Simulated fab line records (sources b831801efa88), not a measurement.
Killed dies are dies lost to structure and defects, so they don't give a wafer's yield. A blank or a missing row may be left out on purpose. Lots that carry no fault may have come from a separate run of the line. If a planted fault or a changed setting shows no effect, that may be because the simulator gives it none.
Split-lot study :: flow sfqLine :: 5 lots, 23 wafers read, on a route of 325 steps

## ABOUT THE SPLIT
At SFQ_TRILAYER_I7_VIA_LITHO_COAT_187 (resist thk 650 nm), the setting resistThkNm was moved away from the recipe's 650 nm on 5 of the 23 wafers read, by +4.9% to +5.8%. The other wafers ran this setting at the recipe's value.

## FROM THE SPLIT TO THE READING: what the file shows between them, 4 steps
- SFQ_TRILAYER_I7_VIA_LITHO_SOFTBAKE_191
- SFQ_TRILAYER_I7_VIA_LITHO_EXPOSE_188: exposes mask I7, target cd 1000 nm
- SFQ_TRILAYER_I7_VIA_LITHO_DEVELOP_189: time 60 s
- SFQ_TRILAYER_I7_VIA_BARC_OPEN_VIA_ETCH_260: etches BARC in O2, target depth 125 nm, time 41.7 s

## THE READING
KrF_of_TRILAYER_I7_VIA_LITHO_COAT_187.thkNm (the simulator's own value, which no gauge read), in nm, at SFQ_TRILAYER_I7_VIA_ETCH_VIA_ETCH_190 (etches SiO2 in CHF3, stops on Nb, target depth 260 nm). The file does not state a usual value for it. Here, 18 wafers ran the recipe; their average is 529.5 nm with a standard deviation of 1.7 nm.

wafer: L075.1
tool, chamber at the split: lithoTrack-03, 0
resistThkNm as run, nm: 650
against the recipe: recipe
KrF_of_TRILAYER_I7_VIA_LITHO_COAT_187.thkNm, nm: 529.6
against lot-mates on the recipe: -

wafer: L075.3
tool, chamber at the split: lithoTrack-03, 0
resistThkNm as run, nm: 682.1
against the recipe: +4.9%
KrF_of_TRILAYER_I7_VIA_LITHO_COAT_187.thkNm, nm: 560.4
against lot-mates on the recipe: +31.8

wafer: L075.4
tool, chamber at the split: lithoTrack-03, 0
resistThkNm as run, nm: 682.1
against the recipe: +4.9%
KrF_of_TRILAYER_I7_VIA_LITHO_COAT_187.thkNm, nm: 557
against lot-mates on the recipe: +28.4

wafer: L075.5
tool, chamber at the split: lithoTrack-03, 0
resistThkNm as run, nm: 650
against the recipe: recipe
KrF_of_TRILAYER_I7_VIA_LITHO_COAT_187.thkNm, nm: 527.6
against lot-mates on the recipe: -

wafer: L075.6
tool, chamber at the split: lithoTrack-03, 0
resistThkNm as run, nm: 650
against the recipe: recipe
KrF_of_TRILAYER_I7_VIA_LITHO_COAT_187.thkNm, nm: 528.5
against lot-mates on the recipe: -

wafer: L079.1
tool, chamber at the split: lithoTrack-04, 0
resistThkNm as run, nm: 650
against the recipe: recipe
KrF_of_TRILAYER_I7_VIA_LITHO_COAT_187.thkNm, nm: 528.8
against lot-mates on the recipe: -

wafer: L079.4
tool, chamber at the split: lithoTrack-04, 0
resistThkNm as run, nm: 650
against the recipe: recipe
KrF_of_TRILAYER_I7_VIA_LITHO_COAT_187.thkNm, nm: 528.2
against lot-mates on the recipe: -

wafer: L079.6
tool, chamber at the split: lithoTrack-04, 0
resistThkNm as run, nm: 650
against the recipe: recipe
KrF_of_TRILAYER_I7_VIA_LITHO_COAT_187.thkNm, nm: 529.4
against lot-mates on the recipe: -

wafer: L080.1
tool, chamber at the split: lithoTrack-01, 0
resistThkNm as run, nm: 650
against the recipe: recipe
KrF_of_TRILAYER_I7_VIA_LITHO_COAT_187.thkNm, nm: 532.6
against lot-mates on the recipe: -

wafer: L080.3
tool, chamber at the split: lithoTrack-01, 0
resistThkNm as run, nm: 650
against the recipe: recipe
KrF_of_TRILAYER_I7_VIA_LITHO_COAT_187.thkNm, nm: 529.6
against lot-mates on the recipe: -

wafer: L080.4
tool, chamber at the split: lithoTrack-01, 0
resistThkNm as run, nm: 650
against the recipe: recipe
KrF_of_TRILAYER_I7_VIA_LITHO_COAT_187.thkNm, nm: 526.1
against lot-mates on the recipe: -

wafer: L080.5
tool, chamber at the split: lithoTrack-01, 0
resistThkNm as run, nm: 650
against the recipe: recipe
KrF_of_TRILAYER_I7_VIA_LITHO_COAT_187.thkNm, nm: 529.7
against lot-mates on the recipe: -

wafer: L080.6
tool, chamber at the split: lithoTrack-01, 0
resistThkNm as run, nm: 650
against the recipe: recipe
KrF_of_TRILAYER_I7_VIA_LITHO_COAT_187.thkNm, nm: 529.2
against lot-mates on the recipe: -

wafer: L081.1
tool, chamber at the split: lithoTrack-01, 0
resistThkNm as run, nm: 687.5
against the recipe: +5.8%
KrF_of_TRILAYER_I7_VIA_LITHO_COAT_187.thkNm, nm: 567.1
against lot-mates on the recipe: +36.6

wafer: L081.2
tool, chamber at the split: lithoTrack-01, 0
resistThkNm as run, nm: 687.5
against the recipe: +5.8%
KrF_of_TRILAYER_I7_VIA_LITHO_COAT_187.thkNm, nm: 568.8
against lot-mates on the recipe: +38.3

wafer: L081.3
tool, chamber at the split: lithoTrack-01, 0
resistThkNm as run, nm: 687.5
against the recipe: +5.8%
KrF_of_TRILAYER_I7_VIA_LITHO_COAT_187.thkNm, nm: 565.2
against lot-mates on the recipe: +34.7

wafer: L081.4
tool, chamber at the split: lithoTrack-01, 0
resistThkNm as run, nm: 650
against the recipe: recipe
KrF_of_TRILAYER_I7_VIA_LITHO_COAT_187.thkNm, nm: 528.6
against lot-mates on the recipe: -

wafer: L081.6
tool, chamber at the split: lithoTrack-01, 0
resistThkNm as run, nm: 650
against the recipe: recipe
KrF_of_TRILAYER_I7_VIA_LITHO_COAT_187.thkNm, nm: 532.4
against lot-mates on the recipe: -

wafer: L085.2
tool, chamber at the split: lithoTrack-04, 0
resistThkNm as run, nm: 650
against the recipe: recipe
KrF_of_TRILAYER_I7_VIA_LITHO_COAT_187.thkNm, nm: 528.9
against lot-mates on the recipe: -

wafer: L085.3
tool, chamber at the split: lithoTrack-04, 0
resistThkNm as run, nm: 650
against the recipe: recipe
KrF_of_TRILAYER_I7_VIA_LITHO_COAT_187.thkNm, nm: 531.8
against lot-mates on the recipe: -

wafer: L085.6
tool, chamber at the split: lithoTrack-04, 0
resistThkNm as run, nm: 650
against the recipe: recipe
KrF_of_TRILAYER_I7_VIA_LITHO_COAT_187.thkNm, nm: 531.8
against lot-mates on the recipe: -

wafer: L085.4
tool, chamber at the split: lithoTrack-04, 0
resistThkNm as run, nm: 650
against the recipe: recipe
KrF_of_TRILAYER_I7_VIA_LITHO_COAT_187.thkNm, nm: 529.5
against lot-mates on the recipe: -

wafer: L085.5
tool, chamber at the split: lithoTrack-04, 0
resistThkNm as run, nm: 650
against the recipe: recipe
KrF_of_TRILAYER_I7_VIA_LITHO_COAT_187.thkNm, nm: 527.8
against lot-mates on the recipe: -

FIT RESULTS
A straight line over all 23 wafers: KrF_of_TRILAYER_I7_VIA_LITHO_COAT_187.thkNm changes by +6.33 nm for each +1% of resistThkNm; r = +0.99; the points scatter about the line by 1.9 nm.
The same after taking each lot's own level away (the mean of its wafers on the recipe; 23 wafers): +6.26 nm for each +1%; r = +0.99; scatter 1.7 nm.
According to that fit, moving resistThkNm by its largest amount changes the reading by 36 nm.
From 528.57 to 530.50 nm: that is the span of the lots' own levels, equal to 1.1 times the standard deviation above.
The two slopes agree, so the slope changes little with the lot-to-lot level.
Check: with one of the wafers moved furthest among these (+5.8%) left out of the fit, the line predicts +36 nm for it against its lot-mates. Against them it came out at +36.6 nm.

## THE WHOLE CHAIN: every reading that the file lists as answering this split, in the file's order
step: SFQ_TRILAYER_I7_VIA_LITHO_COAT_187
what it does: resist thk 650 nm
reading: KrF_of_TRILAYER_I7_VIA_LITHO_COAT_187.thkNm (the simulator's own value, which no gauge read)
change (the file's fit): +6.46 nm for each +1% of the setting
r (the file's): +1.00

step: SFQ_TRILAYER_I7_VIA_BARC_OPEN_VIA_ETCH_260
what it does: etches BARC in O2, target depth 125 nm, time 41.7 s
reading: KrF_of_TRILAYER_I7_VIA_LITHO_COAT_187.thkNm (the simulator's own value, which no gauge read)
change (the file's fit): +6.35 nm for each +1% of the setting
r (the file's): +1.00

step: SFQ_TRILAYER_I7_VIA_ETCH_VIA_ETCH_190
what it does: etches SiO2 in CHF3, stops on Nb, target depth 260 nm
reading: KrF_of_TRILAYER_I7_VIA_LITHO_COAT_187.thkNm (the simulator's own value, which no gauge read)
change (the file's fit): +6.24 nm for each +1% of the setting
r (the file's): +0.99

## FILE'S OWN FIT
KrF_of_TRILAYER_I7_VIA_LITHO_COAT_187.thkNm changes by +6.24 nm for each +1% of resistThkNm, r = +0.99.
